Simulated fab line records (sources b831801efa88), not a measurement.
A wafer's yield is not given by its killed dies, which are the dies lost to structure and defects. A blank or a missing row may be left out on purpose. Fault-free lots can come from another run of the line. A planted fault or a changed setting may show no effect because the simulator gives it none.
Chamber matching :: flow sky130 :: 3 sister chambers for SKY_CONTACT_HDPCVD_02 on hdpcvd-02
The step deposits SiO2, target thk 565 nm, time 94.2 s. 3 wafers are shown with their chamber, then 8 later ones without.

## WAFERS WITH THEIR CHAMBER
wafer: L142.6
chamber: 2
run-length-s (s): 123.5

wafer: L143.1
chamber: 0
run-length-s (s): 122.0

wafer: L143.3
chamber: 1
run-length-s (s): 121.6

## WAFERS WITH NO CHAMBER GIVEN
wafer: L143.5
run-length-s (s): 121.1

wafer: L144.1
run-length-s (s): 121.5

wafer: L144.4
run-length-s (s): 123.5

wafer: L144.5
run-length-s (s): 121.5

wafer: L146.3
run-length-s (s): 121.4

wafer: L147.6
run-length-s (s): 123.4

wafer: L148.2
run-length-s (s): 123.0

wafer: L148.6
run-length-s (s): 123.0

## WHICH CHAMBER EACH ONE RAN IN
wafer: L143.5
from the rows above: can't be placed: 1 or 0
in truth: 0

wafer: L144.1
from the rows above: can't be placed: 1 or 0
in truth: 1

wafer: L144.4
from the rows above: 2
in truth: 2

wafer: L144.5
from the rows above: can't be placed: 1 or 0
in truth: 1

wafer: L146.3
from the rows above: can't be placed: 1 or 0
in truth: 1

wafer: L147.6
from the rows above: 2
in truth: 2

wafer: L148.2
from the rows above: can't be placed: 2 or 0
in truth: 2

wafer: L148.6
from the rows above: can't be placed: 2 or 0
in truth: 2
Correctly placed: 2 of 8. Cannot be placed on the basis of these rows: 6; the candidates contain the true chamber in 6. Number placed wrongly: 0.
How it was worked out, from the rows above alone: a wafer's distance from a chamber is the root of the sum, over the readings, of the square of ((its reading less the chamber's mean) divided by the reading's scatter). The wafer belongs to the nearest chamber; if the next one is less than 2 further off, it can't be placed. The mean given for a chamber averages the wafers shown for that chamber. The scatter: with one shown wafer a chamber, the root of the mean of the squares of how far each hidden wafer lies from its nearest shown one.
